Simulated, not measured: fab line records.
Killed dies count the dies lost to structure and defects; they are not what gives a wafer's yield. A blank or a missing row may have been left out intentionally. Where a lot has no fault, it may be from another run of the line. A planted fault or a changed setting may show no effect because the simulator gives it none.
The same fault as seen by 2 desks | flow gf180mcu | only its own numbers are on each desk; what lay behind them is given at the end

METROLOGY DESK
Lot by lot, what the gauges showed, no matter which tool ran the lot: averages of those sampled wafers that carry a number. A lot is out of limits, marked OUT, if its mean lies more than 4 standard deviations from the usual mean; the brackets give that distance.
Columns: A = cdNm at GF_CONTACT_CD_MEAS_14, usual 220.4 nm; B = CONTACT_OVL at GF_CONTACT_OVL_MEAS_15, usual -1 nm
lot  | first seen here | A     | B
L975 | day 16 17:07    | 219.3 | 5
L978 | day 18 04:21    | 221.8 | 3
L983 | day 20 11:23    | 221.5 | -5
L986 | day 21 02:41    | 223.3 | 2
L994 | day 23 23:32    | 220.7 | 2
L996 | day 24 11:23    | 220.6 | 1
This desk's verdict: no lot among the 6 shows anything out of limits.

DESK OF THE TOOL OWNER: pvdSputter-02
At GF_CONTACT_SPUTTER_23 (material TiN, target thk 10 nm, time 40 s) the tool's own readings: per lot run on this tool, the mean of the sampled wafers that have a number. A lot is out of limits, marked OUT, if its mean lies more than 4 standard deviations from the usual mean; the brackets give that distance.
Columns: A = cathodeDcPowerW at GF_CONTACT_SPUTTER_23, usual 4000.0 W; B = throttleValvePct at GF_CONTACT_SPUTTER_23, usual 30.3 %
lot  | first seen here | A                        | B
L975 | day 16 17:46    | 4000.3                   | 28.9
L983 | day 20 12:05    | 3854.2 (-99 or more) OUT | 30.9
L986 | day 21 03:23    | 3855.1 (-99 or more) OUT | 30.1
L996 | day 24 12:05    | 3999.9                   | 30.9
This desk's verdict: out of limits on L983, L986, starting with L983 at day 20 12:05 (cathodeDcPowerW at GF_CONTACT_SPUTTER_23). L975, L996 stayed within limits.

ALL TOGETHER
An alarm could have come from the tool owner's desk at day 20 12:05, on L983, L986.
At the metrology desk, nothing out of limits was observed.
The metrology desk has L983, L986 on record, within its limits.
All the named lots went through GF_CONTACT_SPUTTER_23 on pvdSputter-02.

WHAT HAD BEEN PUT IN BY THE SIMULATOR
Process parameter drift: pvdSputter-02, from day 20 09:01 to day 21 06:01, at GF_CONTACT_SPUTTER_23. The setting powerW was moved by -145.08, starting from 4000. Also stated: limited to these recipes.
Shown lots that were struck: L983, L986.
Delay in hours, fault start to first out-of-limits reading, by desk: the tool owner's desk at 3.
